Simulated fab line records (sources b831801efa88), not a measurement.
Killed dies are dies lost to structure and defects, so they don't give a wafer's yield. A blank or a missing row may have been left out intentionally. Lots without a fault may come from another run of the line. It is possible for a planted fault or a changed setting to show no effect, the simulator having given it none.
Which tool is to blame? | flow gf180mcu | 11 lots, 33 wafers sampled, at 5 steps of a route of 602

WHAT EACH GAUGE READ, for each wafer
GF_M1_RS_MEAS_05: measurement is done with a four-point probe. Usual: M1_ALCU_RS gives 0.0693 ohm/sq (standard deviation 0.00071).
lot  | measured     | on            | M1_ALCU_RS (ohm/sq)  | flag
L618 | day 16 13:10 | film_metro-02 | 0.0680 0.0697 0.0692 |
L620 | day 17 07:00 | film_metro-02 | 0.0684 0.0684 0.0695 |
L622 | day 17 18:54 | film_metro-02 | 0.0704 0.0688 0.0696 |
L631 | day 21 18:20 | film_metro-02 | 0.0690 0.0699 0.0696 |
L632 | day 22 01:29 | film_metro-02 | 0.0701 0.0709 0.0709 |
L634 | day 22 10:35 | film_metro-03 | 0.0697 0.0701 0.0694 |
L635 | day 22 19:50 | film_metro-02 | 0.0699 0.0697 0.0687 |
L636 | day 23 00:36 | film_metro-04 | 0.0686 0.0692 0.0686 |
L637 | day 23 07:50 | film_metro-02 | 0.0705 0.0697 0.0693 |
L638 | day 23 17:10 | film_metro-02 | 0.0692 0.0694 0.0693 |
L640 | day 24 09:09 | film_metro-02 | 0.0689 0.0692 0.0690 |

GF_V1_BOW_MEAS_05. Usual: V1_BOW gives 82 um (standard deviation 7).
lot  | measured     | on            | V1_BOW (um) | flag
L618 | day 17 12:27 | film_metro-04 | 86 90 80    |
L620 | day 18 07:41 | film_metro-04 | 79 83 81    |
L622 | day 18 20:25 | film_metro-04 | 79 85 75    |
L634 | day 23 10:43 | film_metro-03 | 87 85 75    |
L635 | day 23 19:34 | film_metro-03 | 84 82 87    |
L636 | day 24 00:01 | film_metro-04 | 57 73 76    |
L637 | day 24 07:41 | film_metro-04 | 79 78 75    |
L638 | day 24 16:36 | film_metro-04 | 83 86 61    |
L640 | day 25 08:32 | film_metro-03 | 82 81 76    |

TOOL THAT RAN EACH LOT (tool first, then ch and the chambers of the sampled wafers, then the start)
lot  | GF_CONTACT_SPUTTER_22        | GF_M1_METAL_ETCH_16               | GF_M1_STRIP_17
L618 | pvd_sputter-03, day 16 12:12 | rie_metal-01 ch 0,1, day 17 11:11 | plasma_asher-01 ch 0,1, day 17 11:18
L620 | pvd_sputter-03, day 17 06:04 | rie_metal-03 ch 0,1, day 18 06:07 | plasma_asher-03 ch 0,1, day 18 06:14
L622 | pvd_sputter-01, day 17 17:59 | rie_metal-04 ch 0,1, day 18 19:11 | plasma_asher-03 ch 0,1, day 18 19:19
L631 | pvd_sputter-04, day 21 16:14 | rie_metal-01 ch 0,1, day 22 18:02 | plasma_asher-03 ch 0,1, day 22 18:10
L632 | pvd_sputter-03, day 22 00:33 | rie_metal-03 ch 0,1, day 23 01:08 | plasma_asher-01 ch 0,1, day 23 01:15
L634 | pvd_sputter-03, day 22 09:37 | rie_metal-04 ch 0,1, day 23 09:28 | plasma_asher-03 ch 0,1, day 23 09:35
L635 | pvd_sputter-01, day 22 18:55 | rie_metal-01 ch 0,1, day 23 18:17 | plasma_asher-04 ch 0,1, day 23 18:25
L636 | pvd_sputter-03, day 22 23:42 | rie_metal-03 ch 0,1, day 23 22:47 | plasma_asher-01 ch 0,1, day 23 22:55
L637 | pvd_sputter-04, day 23 06:55 | rie_metal-01 ch 0,1, day 24 06:26 | plasma_asher-04 ch 0,1, day 24 06:34
L638 | pvd_sputter-03, day 23 16:14 | rie_metal-03 ch 0,1, day 24 15:20 | plasma_asher-01 ch 1, day 24 15:28
L640 | pvd_sputter-04, day 24 08:11 | rie_metal-04 ch 0,1, day 25 07:17 | plasma_asher-01 ch 0,1, day 25 07:24
- GF_CONTACT_SPUTTER_22: material Ti, target thk 15 nm, time 80.02 s.
- GF_M1_METAL_ETCH_16: etches the open film in Cl2/BCl3, stops on SiO2, target depth 750.8 nm, time 125.1 s.
- GF_M1_STRIP_17: strips in O2/N2.

WHAT THE TOOLS THEMSELVES READ (means of the sampled wafers that have a number; where no wafer has one, the mark that the record gives instead)
GF_CONTACT_SPUTTER_22. Usual: throttle_valve_pct 28.9 %, standard deviation 0.91.
lot  | tool           | throttle_valve_pct (%) | flag
L618 | pvd_sputter-03 | 29.6                   |
L620 | pvd_sputter-03 | 29.0                   |
L622 | pvd_sputter-01 | 29.9                   |
L631 | pvd_sputter-04 | 28.3                   |
L632 | pvd_sputter-03 | 29.4                   |
L634 | pvd_sputter-03 | 29.0                   |
L635 | pvd_sputter-01 | 29.8                   |
L636 | pvd_sputter-03 | 27.7                   |
L637 | pvd_sputter-04 | 28.1                   |
L638 | pvd_sputter-03 | 29.7                   |
L640 | pvd_sputter-04 | 28.5                   |

GF_M1_METAL_ETCH_16. Usual: bcl3_flow_sccm 40.00 sccm, standard deviation 0.12; bias_w 140.0 W, standard deviation 0.42; drypump_motor_current_A 6.0 A, standard deviation 0.4; he_backside_leak_sccm 3.4 sccm, standard deviation 0.4; oes_product_au 0.990 a.u., standard deviation 0.006; rf_fwd_power_W 796.8 W, standard deviation 2.5; throttle_valve_pct 28.228 %, standard deviation 0.0085.
lot  | tool         | bcl3_flow_sccm (sccm) | bias_w (W) | drypump_motor_current_A (A) | he_backside_leak_sccm (sccm) | oes_product_au (a.u.) | rf_fwd_power_W (W) | throttle_valve_pct (%) | flag
L618 | rie_metal-01 | 40.02                 | 139.8      | 6.5                         | 3.5                          | 0.993                 | 795.8              | 28.228                 |
L620 | rie_metal-03 | 40.11                 | 140.0      | 5.8                         | 3.2                          | 0.993                 | 797.6              | 28.228                 |
L622 | rie_metal-04 | 39.94                 | 140.5      | 5.6                         | 3.3                          | 0.990                 | 798.6              | 28.221                 |
L631 | rie_metal-01 | -                     | -          | -                           | -                            | -                     | -                  | -                      | OFF
L632 | rie_metal-03 | -                     | -          | -                           | -                            | -                     | -                  | -                      | OFF
L634 | rie_metal-04 | 40.01                 | 140.3      | 5.6                         | 3.2                          | 0.995                 | 798.8              | 28.234                 |
L635 | rie_metal-01 | 40.07                 | 140.2      | 6.5                         | 3.5                          | 0.990                 | 796.2              | 28.227                 |
L636 | rie_metal-03 | 39.95                 | 140.0      | 5.8                         | 3.5                          | 0.992                 | 795.5              | 28.228                 |
L637 | rie_metal-01 | 40.04                 | 139.9      | 6.4                         | 3.4                          | 0.998                 | 797.7              | 28.219                 |
L638 | rie_metal-03 | 40.12                 | 140.4      | 5.8                         | 3.3                          | 0.985                 | 795.5              | 28.238                 |
L640 | rie_metal-04 | 40.03                 | 139.9      | 5.6                         | 3.4                          | 0.988                 | 798.4              | 28.236                 |

GF_M1_STRIP_17. Usual: drypump_motor_current_A 5.5 A, standard deviation 0.48; heater_power_w 350 W, standard deviation 24; o2_flow_sccm 2999 sccm, standard deviation 8.9; oes_product_au 0.537 a.u., standard deviation 0.0054; strip_time_to_endpoint_s 7.40 s, standard deviation 0.05.
lot  | tool            | drypump_motor_current_A (A) | heater_power_w (W) | o2_flow_sccm (sccm) | oes_product_au (a.u.) | strip_time_to_endpoint_s (s) | flag
L618 | plasma_asher-01 | 5.3                         | 340                | 3007                | 0.539                 | 7.39                         |
L620 | plasma_asher-03 | 5.2                         | 359                | 3002                | 0.532                 | 7.41                         |
L622 | plasma_asher-03 | 5.2                         | 344                | 3000                | 0.533                 | 7.35                         |
L631 | plasma_asher-03 | 5.2                         | 345                | 2996                | 0.661                 | 10.26                        | OFF
L632 | plasma_asher-01 | 5.3                         | 349                | 2996                | 0.663                 | 10.23                        | OFF
L634 | plasma_asher-03 | 5.2                         | 352                | 2992                | 0.542                 | 7.39                         |
L635 | plasma_asher-04 | 6.3                         | 345                | 2987                | 0.536                 | 7.36                         |
L636 | plasma_asher-01 | 5.3                         | 341                | 3005                | 0.537                 | 7.40                         |
L637 | plasma_asher-04 | 6.3                         | 351                | 2999                | 0.535                 | 7.34                         |
L638 | plasma_asher-01 | 5.3                         | 390                | 2999                | 0.540                 | 7.45                         |
L640 | plasma_asher-01 | 5.3                         | 366                | 2992                | 0.537                 | 7.44                         |

THE ANSWER, worked out from the rows above alone
Rule: lot off if the mean of its wafers having a number is beyond 3 standard deviations from the usual mean. A lot without any number at a reading at which 4 lots or more have one is off too. All remaining lots with rows at the step are treated as sound. First the gauges in route order, then the tools' own readings, where a lot's mean is used as printed above. At the first step where some lot is off, the reading lying furthest off is the one used; lots without a number count as furthest.
Off at GF_M1_METAL_ETCH_16 (bcl3_flow_sccm): L631, L632. Without a number there: L631, L632.
If a tool, at that step or one of the process steps before it, ran each lot that is off and ran no sound lot following the first of them, it fits. Of those tried, none fits.

WHAT THE SIMULATOR HAD PUT IN
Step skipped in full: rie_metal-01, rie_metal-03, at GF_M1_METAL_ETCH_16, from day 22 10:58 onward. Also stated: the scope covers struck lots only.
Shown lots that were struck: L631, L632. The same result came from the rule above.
